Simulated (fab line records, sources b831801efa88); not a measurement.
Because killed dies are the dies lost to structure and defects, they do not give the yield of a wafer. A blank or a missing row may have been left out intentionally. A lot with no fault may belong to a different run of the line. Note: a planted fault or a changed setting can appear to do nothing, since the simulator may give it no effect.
Struck lot and sound lot, side by side | flow gf180mcu | 16 steps out of a route of 602
Sound: wafers L879.2, L879.3, L879.6. Struck: wafer L896.1 (left out: L896.4, L896.6 of the same lot, which were not struck); the cause appears at the end.
At each step with rows: each side's tool, then ch and its chambers, then its first start. Under that, the readings that differ: sound wafers | struck wafers | difference of the means | sigmas: that difference in standard deviations of wafers without a fault.
alike: a reading whose means differ by less than 2 such deviations, as well as words and numbers matching on both sides. not compared: withheld readings; readings where some wafer has no value; bounds like >300 that might hide an equal value; numbers whose values overlap and for which the record gives no deviation.
Wherever a step has rows on one side only, a row that says differs or no value, or a row with sigmas, the two part there. Numbers that don't overlap but have no deviation are shown without sigmas and don't part them. A reading that every wafer of one side lacks parts them only if that side has two wafers or more.

GF_MIM_SPUTTER_07: material TiN, target thk 60 nm, time 50 s.
  struck on pvd_sputter-04, day 29 23:05; sound on pvd_sputter-04, day 25 01:13
  alike: throttle_valve_pct
GF_MIM_SPUTTER_08: material AlCu, target thk 200 nm, time 10.6 s.
  struck on pvd_sputter-04, day 29 23:08; sound on pvd_sputter-04, day 25 01:15
  alike: throttle_valve_pct
GF_MIM_SPUTTER_09: material TiN, target thk 35 nm, time 29.2 s.
  struck on pvd_sputter-04, day 29 23:09; sound on pvd_sputter-04, day 25 01:17
  alike: throttle_valve_pct
GF_MIM_RS_MEAS_10: uses a four-point probe to measure.
  struck on film_metro-01, day 29 23:11; sound on film_metro-02, day 25 01:20
  alike: MIM_ALCU_RS
GF_MIM_THK_MEAS_11: measures by xrf.
  struck on film_metro-01, day 29 23:18; sound on film_metro-02, day 25 01:26
  alike: MIM_ALCU_THK
then, 7 steps without rows for these wafers: GF_MIM_DEHYDRATE_12 (time 60 s); GF_MIM_HMDS_13 (prime time 60 s); GF_MIM_COAT_14 (resist thk 1000 nm); GF_MIM_SOFTBAKE_15 (time 60 s); GF_MIM_EXPOSE_16 (exposes mask FuseTop, target cd 2000 nm); GF_MIM_PEB_17; GF_MIM_DEVELOP_18 (develop time 60 s).
GF_MIM_METAL_ETCH_19: etches the open film in Cl2/BCl3, stops on Si3N4, target depth 324.5 nm, time 54.1 s.
  sound on rie_metal-02 ch 0,1, day 25 21:59; struck on rie_metal-04 ch 1, day 30 17:26
  reading                                  | sound                | struck | difference | sigmas
  oes_product_au (a.u.)                    | 0.948 0.950 0.939    | 0.989  | +0.043     | +7
  run_length_s (s)                         | 82.5 82.5 82.9       | 68.5   | -14.1      | -37
  throttle_valve_pct (%)                   | 28.287 28.270 28.283 | 28.213 | -0.067     | -6
  model.etch.depth_nm (nm)                 | 299.6 298.4 297.5    | 239.6  | -58.9      |
  model.MIM.feature_depth_nm (nm)          | 299.6 298.4 297.5    | 239.6  | -58.9      |
  model.NOVOLAK_of_MIM_COAT_14.thk_nm (nm) | 871.2 876.4 874.7    | 904.2  | +30.1      |
  alike: drypump_motor_current_A, mfc_cl2_sccm
  not compared: rf_hours_counter_h
GF_MIM_STRIP_20: strips in O2/N2.
  sound on plasma_asher-02 ch 0,1, day 25 22:03; struck on plasma_asher-03 ch 0, day 30 17:31
  reading                      | sound             | struck | difference | sigmas
  oes_product_au (a.u.)        | 0.697 0.694 0.699 | 0.707  | +0.010     | +2
  strip_time_to_endpoint_s (s) | 11.22 11.30 11.27 | 11.62  | +0.36      | +9
  alike: drypump_motor_current_A, heater_power_w
  not compared: rf_hours_counter_h
then, 1 step without rows for these wafers: GF_MIM_STRIP_21 (strips in post etch residue remover, time 1200 s).
-- the record jumps here: 3 days lie between the struck wafers' starts before and after (it left off in module MIM and takes up again in module PASSIVATION, whose first step shown is number 602 of the route) --
GF_PASSIVATION_PROBE_99:
  struck on prober-02, day 33 19:02; sound on prober-01, day 29 13:29
  reading                                 | sound                   | struck | difference | sigmas
  model.etest.met5.line_ohm_um            | 0.253 0.2479 0.2531     | 77.6   | +77.3      |
  model.etest.via5_chain.rc_ohm           | 6.653 7.013 6.765       | 60.5   | +53.7      |
  model.etest.met5.rs_ohm_sq              | 0.07071 0.06971 0.07011 | 21.57  | +21.50     |
  model.etest.iso_pplus_pwell.under_floor | 0 0 0                   | 1      | +1         |
  model.etest.ppoly_sal.open              | 0 0 0                   | 1      | +1         |
  model.etest.met3.open                   | 0 0 0                   | 1      | +1         |
  model.etest.npoly_u.open                | 0 0 0                   | 1      | +1         |
  model.etest.nplus_sal_6v.open           | 0 0 0                   | 1      | +1         |

== WHERE THEY PART ==
Last at GF_MIM_STRIP_20 as far as this record goes, first at GF_MIM_METAL_ETCH_19.

WHY: whatever the simulator had introduced
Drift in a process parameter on rie_metal-04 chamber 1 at GF_MIM_METAL_ETCH_19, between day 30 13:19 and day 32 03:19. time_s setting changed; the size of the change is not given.
